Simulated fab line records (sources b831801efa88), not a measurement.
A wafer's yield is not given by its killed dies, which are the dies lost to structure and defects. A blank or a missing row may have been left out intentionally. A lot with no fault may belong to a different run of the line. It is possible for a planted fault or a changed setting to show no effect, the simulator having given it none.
One fault seen from 2 desks	flow sky130	what lay behind the numbers comes last; until then each desk has only its own

DESK OF THE TOOL OWNER: pvd sputter-01
The tool's own readings at SKY_METAL1_SPUTTER_00 (material Ti, target thk 15 nm, time 10 s): means of the sampled wafers that have a number, for each lot that ran on this tool. If a lot's mean is further than 4 standard deviations from the usual mean, the lot is out of limits and carries the mark OUT (the distance appears in the brackets).
Columns: A = throttle valve pct at SKY_METAL1_SPUTTER_00, usual 29.9 %
lot	first seen here	A
L652	day 34 23:28	30.3
L662	day 37 20:16	29.9
L661	day 37 23:59	30.0
This desk's finding: nothing out of limits on any of the 3 lots.

THE METROLOGY DESK
Lot by lot, what the gauges showed, no matter which tool ran the lot: averages of those sampled wafers that carry a number. If a lot's mean is further than 4 standard deviations from the usual mean, the lot is out of limits and carries the mark OUT (the distance appears in the brackets).
Columns: A = CONTACT_W_RS at SKY_CONTACT_RS_MEAS_25, usual 0.338 ohm/sq; B = CONTACT_W_THK at SKY_CONTACT_THK_MEAS_26, usual 340 nm
lot	first seen here	A	B
L646	day 32 12:52	0.338	335
L652	day 34 23:02	0.338	340
L660	day 37 03:32	0.339	340
L662	day 37 19:47	0.331	345
L661	day 37 23:32	0.340	339
L667	day 39 14:10	0.336	345
This desk's finding: nothing out of limits on any of the 6 lots.

PUT TOGETHER
Nothing out of limits was seen by the tool owner's desk.
Nothing out of limits was seen by the metrology desk.

WHAT THE SIMULATOR HAD INSERTED
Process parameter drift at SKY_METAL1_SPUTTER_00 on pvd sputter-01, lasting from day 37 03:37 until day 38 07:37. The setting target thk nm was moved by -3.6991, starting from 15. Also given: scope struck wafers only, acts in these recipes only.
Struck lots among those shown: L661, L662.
